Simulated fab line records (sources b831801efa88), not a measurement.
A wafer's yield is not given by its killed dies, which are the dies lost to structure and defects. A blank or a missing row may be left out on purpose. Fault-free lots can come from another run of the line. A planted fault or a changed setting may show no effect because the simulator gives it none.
Code-filled problem report in 8D (eight disciplines) form | flow gf180mcu | the parts of the form that need people (team, actions taken, sign-off) are left out

1. PROBLEM STATEMENT
Wafers free of any fault read 1572 (standard deviation 15) for NWELL_TW at GF_NWELL_TW_MEAS_11, against a mean of 1910 on 6 wafers of 2 lots. That is +23 standard deviations from the usual mean.
The first sign was on wafer L603.1 at day 5 14:10, on film metro-03. Wafers with a number at this step in the record: 36, from 12 lots. By rule, "out" or "out of limits" means more than 4 standard deviations away from the usual mean. The rest of the wafers with a number are treated as sound.

2. WHAT IT IS, AND WHAT IT ISN'T
question                    | is                     | is not
which readings at this step | NWELL_TW               | -
which lots                  | L603, L607             | L593, L594, L599, L600, L602, L605, L612, L614, L615, L616
which wafers of those lots  | all that have a number | -
read on which gauges        | film metro-03          | film metro-01
when                        | from day 5 14:10       | up to then (15 sound wafers); but 15 sound wafers of L605, L612, L614, L615, L616 came after

3. WHAT RULES OUT EACH SUSPECT
Counting: any tool at a process step up to the reading is kept as a suspect provided that every lot that is out went through it and no sound lot did after the first of them.
- ruled out: the gauge at GF_NWELL_TW_MEAS_11. All the wafers that are out were read on film metro-03, but those of them that GF_DNWELL_STRIP_08 has rows for are out there too, on other tools.
- litho track-01 at GF_DNWELL_COAT_02 (resist thk 3000 nm): kept. It ran every lot that is out, first L603 (day 4 16:35), and no sound lot after that; its last sound lot up to then is L602 (day 4 12:31).
After counting, what remains is litho track-01 at GF_DNWELL_COAT_02.

4. THE CAUSE (what the simulator had put in)
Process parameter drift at GF_DNWELL_COAT_02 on litho track-01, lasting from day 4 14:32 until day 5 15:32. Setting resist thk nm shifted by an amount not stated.
Counting left only this tool.

5. SEQUENCE OF EFFECTS, ordered by route
Rows list readings where the struck wafers' mean (over those with a number) sits beyond 3 standard deviations from the usual. Only readings whose record carries a usual standard deviation are examined. hours: median over the lots of the time between each lot's start at the first step of this table that gives one and its start at this step. sigmas: the change, counted in usual standard deviations.
hours | step                  | reading                  | usual   | on struck wafers | change | sigmas
0     | GF_DNWELL_STRIP_08    | strip time to endpoint s | 36.95 s | 17.59            | -19.36 | -99 or more
15    | GF_NWELL_TW_MEAS_11   | NWELL_TW                 | 1572    | 1910             | +338   | +23
31    | GF_LVPWELL_TW_MEAS_11 | LVPWELL_TW               | 559     | 1540             | +982   | +99 or more
47    | GF_MVSD_TW_MEAS_11    | MVSD_TW                  | 1578    | 1924             | +346   | +20
The process steps in it:
- GF_DNWELL_STRIP_08: strips in O2/N2.

6. HOW IT WOULD HAVE BEEN CAUGHT EARLIER
In this record the first reading out of limits at a measuring or inspecting step was taken at day 5 14:10, 24 hours after the fault began at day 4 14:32.
Each of the lots that are out, 2 in all, had begun GF_DNWELL_COAT_02 on litho track-01 no later than day 5 14:10. A hold on the tool at that time would have spared none of them.
